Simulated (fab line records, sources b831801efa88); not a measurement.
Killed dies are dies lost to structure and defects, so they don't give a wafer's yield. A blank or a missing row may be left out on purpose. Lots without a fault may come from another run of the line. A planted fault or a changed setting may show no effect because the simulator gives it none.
Problem report in the 8D (eight disciplines) form, filled by code | flow gf180mcu | the parts of the form that need people (team, actions taken, sign-off) are left out

1. THE PROBLEM
NWELL_OVL at GF_NWELL_OVL_MEAS_07 reads a mean of -77.6 nm on 12 wafers of 4 lots; wafers without a fault read 0.3 nm with a standard deviation of 1.4. That is -56 standard deviations from the usual mean.
First seen on wafer L207.3, day 5 08:13, on overlay-01. The record holds 39 wafers of 13 lots with a number at this step. Rule for "out", or "out of limits": more than 4 standard deviations from the usual mean. The other wafers with a number count as sound.

2. WHAT IT IS AND WHAT IT IS NOT
question                    | is                     | is not
which readings at this step | NWELL_OVL              | -
which lots                  | L207, L208, L209, L214 | L200, L202, L203, L204, L205, L206, L213, L215, L216
which wafers of those lots  | all that have a number | -
read on which gauges        | overlay-01, overlay-02 | -
when                        | from day 5 08:13       | up to then (18 sound wafers); but 9 sound wafers of L213, L215, L216 came after

3. SUSPECTS, AND WHAT RULES EACH OUT
Counting: a tool at a process step up to the reading stays a suspect if it ran every lot that is out and no sound lot after the first of them.
- the gauge at GF_NWELL_OVL_MEAS_07: ruled out. The wafers that are out were read on 2 gauges (overlay-01, overlay-02).
- iline_stepper-02 at GF_NWELL_EXPOSE_04 (exposes mask Nwell, target cd 860 nm): kept. It ran every lot that is out, first L207 (day 5 01:46), and no sound lot after that; its last sound lot up to then is L206 (day 4 17:53).
Left after counting: iline_stepper-02 at GF_NWELL_EXPOSE_04.

4. THE CAUSE (what the simulator had put in)
Scanner matching overlay: iline_stepper-02, from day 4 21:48 on, at GF_NWELL_EXPOSE_04. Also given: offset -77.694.
Counting left only this tool.

5. THE CHAIN OF EFFECTS, in route order
Each row: a reading whose mean over the struck wafers that have a number lies more than 3 standard deviations from the usual. Only readings for which the record gives a usual standard deviation are gone through. hours: the time from each lot's start at the first step in this table that gives one to its start at this step, as a median over the lots. sigmas: the change in usual standard deviations.
hours | step                 | reading   | usual  | on struck wafers | change | sigmas
0     | GF_NWELL_OVL_MEAS_07 | NWELL_OVL | 0.3 nm | -77.6            | -77.9  | -56

6. WHAT WOULD HAVE CAUGHT IT SOONER
In this record the first reading out of limits at a measuring or inspecting step was taken at day 5 08:13, 10 hours after the fault began at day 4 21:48.
Of the lots that are out (4), L208, L209, L214 began GF_NWELL_EXPOSE_04 on iline_stepper-02 after day 5 08:13. A hold on the tool at that time would have spared those 3.
